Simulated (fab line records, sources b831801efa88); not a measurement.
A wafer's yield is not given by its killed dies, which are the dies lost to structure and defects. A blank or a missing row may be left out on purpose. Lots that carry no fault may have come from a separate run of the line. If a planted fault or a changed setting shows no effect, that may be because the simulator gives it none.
What tool caused it? + flow gf180mcu + 12 lots with 36 wafers sampled at 4 steps, on a route of 602 steps

WHAT THE GAUGES READ, wafer by wafer
GF_HV_LDD_OVL_MEAS_20. Usual: HV_LDD_01_OVL -1.2 nm, standard deviation 1.2.
| lot  | measured     | on         | HV_LDD_01_OVL (nm) | flag |
|------|--------------|------------|--------------------|------|
| L734 | day 10 19:08 | overlay-01 | -0.8 -1.5 0.9      |      |
| L736 | day 11 11:20 | overlay-01 | -0.3 -0.6 -1.8     |      |
| L738 | day 11 22:41 | overlay-02 | -0.4 0.0 -1.5      |      |
| L739 | day 12 06:49 | overlay-01 | -0.8 -1.6 -0.5     |      |
| L742 | day 13 03:15 | overlay-02 | -3.1 -2.2 -4.2     |      |
| L743 | day 13 18:12 | overlay-02 | -3.1 -0.2 -1.3     |      |
| L744 | day 14 01:22 | overlay-01 | -1.9 -1.2 0.0      |      |
| L751 | day 16 16:24 | overlay-01 | -1.8 1.5 -1.4      |      |
| L752 | day 16 16:37 | overlay-01 | -1.3 -1.7 -0.4     |      |
| L755 | day 17 19:02 | overlay-02 | -0.9 -1.9 -0.9     |      |
| L754 | day 17 19:25 | overlay-02 | -0.4 -1.7 -2.2     |      |
| L757 | day 18 05:23 | overlay-01 | -0.7 -0.3 -1.4     |      |

GF_PSD_RS_MEAS_14: measures by four-point-probe. Usual: NSD_RS 46.19 ohm/sq, standard deviation 0.096.
| lot  | measured     | on            | NSD_RS (ohm/sq)   | flag |
|------|--------------|---------------|-------------------|------|
| L734 | day 14 03:44 | film-metro-03 | 46.04 46.18 46.01 |      |
| L736 | day 14 21:33 | film-metro-04 | 46.20 46.12 46.06 |      |
| L738 | day 15 10:58 | film-metro-04 | 46.14 46.10 46.03 |      |
| L739 | day 15 19:53 | film-metro-04 | 46.14 46.05 46.25 |      |
| L742 | day 16 18:52 | film-metro-03 | 42.60 42.57 42.50 | OFF  |
| L743 | day 17 11:32 | film-metro-03 | 42.72 42.60 42.74 | OFF  |
| L744 | day 17 23:09 | film-metro-01 | 42.70 42.72 42.70 | OFF  |
| L751 | day 20 19:28 | film-metro-04 | 46.08 46.04 46.17 |      |
| L752 | day 21 00:30 | film-metro-03 | 46.12 46.29 46.24 |      |
| L755 | day 22 00:13 | film-metro-01 | 46.20 46.17 46.19 |      |
| L754 | day 22 00:22 | film-metro-04 | 46.16 46.37 46.06 |      |
| L757 | day 22 08:35 | film-metro-03 | 46.24 46.26 46.28 |      |

GF_PSD_RS_MEAS_15: measures by four-point-probe. Usual: PSD_RS 108.7 ohm/sq, standard deviation 0.32.
| lot  | measured     | on            | PSD_RS (ohm/sq)   | flag |
|------|--------------|---------------|-------------------|------|
| L734 | day 14 03:51 | film-metro-03 | 108.8 108.6 108.5 |      |
| L736 | day 14 21:40 | film-metro-04 | 108.4 108.4 108.2 |      |
| L738 | day 15 11:05 | film-metro-04 | 108.8 108.5 108.3 |      |
| L739 | day 15 20:00 | film-metro-04 | 108.4 108.4 108.7 |      |
| L742 | day 16 18:59 | film-metro-03 | 98.8 98.4 98.6    | OFF  |
| L743 | day 17 11:40 | film-metro-03 | 98.7 98.9 99.0    | OFF  |
| L744 | day 17 23:16 | film-metro-01 | 98.4 98.3 98.7    | OFF  |
| L751 | day 20 19:35 | film-metro-04 | 108.1 108.4 108.3 |      |
| L752 | day 21 00:37 | film-metro-03 | 108.7 108.6 108.8 |      |
| L755 | day 22 00:20 | film-metro-01 | 108.5 108.8 108.9 |      |
| L754 | day 22 00:29 | film-metro-04 | 108.4 108.7 108.3 |      |
| L757 | day 22 08:43 | film-metro-03 | 108.6 109.0 109.0 |      |

WHAT TOOL EACH LOT RAN ON (gives the tool, then ch and the chambers of the sampled wafers, and finally the start)
| lot  | GF_PSD_RTA_13                    |
|------|----------------------------------|
| L734 | rtp-anneal-01 ch 0, day 14 03:38 |
| L736 | rtp-anneal-01 ch 0, day 14 21:28 |
| L738 | rtp-anneal-01 ch 0, day 15 10:52 |
| L739 | rtp-anneal-01 ch 0, day 15 19:43 |
| L742 | rtp-anneal-01 ch 0, day 16 18:46 |
| L743 | rtp-anneal-01 ch 0, day 17 11:28 |
| L744 | rtp-anneal-01 ch 0, day 17 23:04 |
| L751 | rtp-anneal-01 ch 0, day 20 19:22 |
| L752 | rtp-anneal-01 ch 0, day 21 00:25 |
| L755 | rtp-anneal-02 ch 0, day 22 00:07 |
| L754 | rtp-anneal-01 ch 0, day 22 00:17 |
| L757 | rtp-anneal-02 ch 0, day 22 08:31 |
- GF_PSD_RTA_13: time 20 s.

AS READ BY THE TOOLS THEMSELVES (means over the sampled wafers that have a number; for cases with no such wafer, the mark the record gives instead)
GF_PSD_RTA_13. Usual: lamp-power-pct 38.0 %, standard deviation 0.84; wafer_temp_C_max 1030.0, standard deviation 1.
| lot  | tool          | lamp-power-pct (%) | wafer_temp_C_max | flag |
|------|---------------|--------------------|------------------|------|
| L734 | rtp-anneal-01 | 37.5               | 1029.4           |      |
| L736 | rtp-anneal-01 | 37.5               | 1029.8           |      |
| L738 | rtp-anneal-01 | 37.4               | 1031.5           |      |
| L739 | rtp-anneal-01 | 37.5               | 1030.6           |      |
| L742 | rtp-anneal-01 | 37.4               | 1029.7           |      |
| L743 | rtp-anneal-01 | 37.5               | 1030.0           |      |
| L744 | rtp-anneal-01 | 37.4               | 1030.1           |      |
| L751 | rtp-anneal-01 | 37.4               | 1029.9           |      |
| L752 | rtp-anneal-01 | 37.4               | 1030.9           |      |
| L755 | rtp-anneal-02 | 39.2               | 1030.3           |      |
| L754 | rtp-anneal-01 | 37.4               | 1030.2           |      |
| L757 | rtp-anneal-02 | 39.3               | 1029.8           |      |

THE ANSWER, worked out from the rows above alone
Rule: a lot counts as off when the mean over its wafers that have a number is more than 3 standard deviations away from the usual mean. A lot without any number at a reading at which 4 lots or more have one is off too. The other lots that the step has rows for count as sound. After the gauges, taken in route order, come the tools' own readings; for these a lot's mean is taken, as printed above. The first step at which some lot is off is used, and at that step the reading that is off furthest; a lot without a number counts as furthest.
Off: L742, L743, L744, seen at GF_PSD_RS_MEAS_14 (NSD_RS).
A tool fits if, at a process step before that reading, it ran every lot that is off, and no sound lot after the first of them. The gauges at GF_PSD_RS_MEAS_14 are tried like those tools. Not one of the candidates tried fits.

WHAT THE SIMULATOR HAD INSERTED
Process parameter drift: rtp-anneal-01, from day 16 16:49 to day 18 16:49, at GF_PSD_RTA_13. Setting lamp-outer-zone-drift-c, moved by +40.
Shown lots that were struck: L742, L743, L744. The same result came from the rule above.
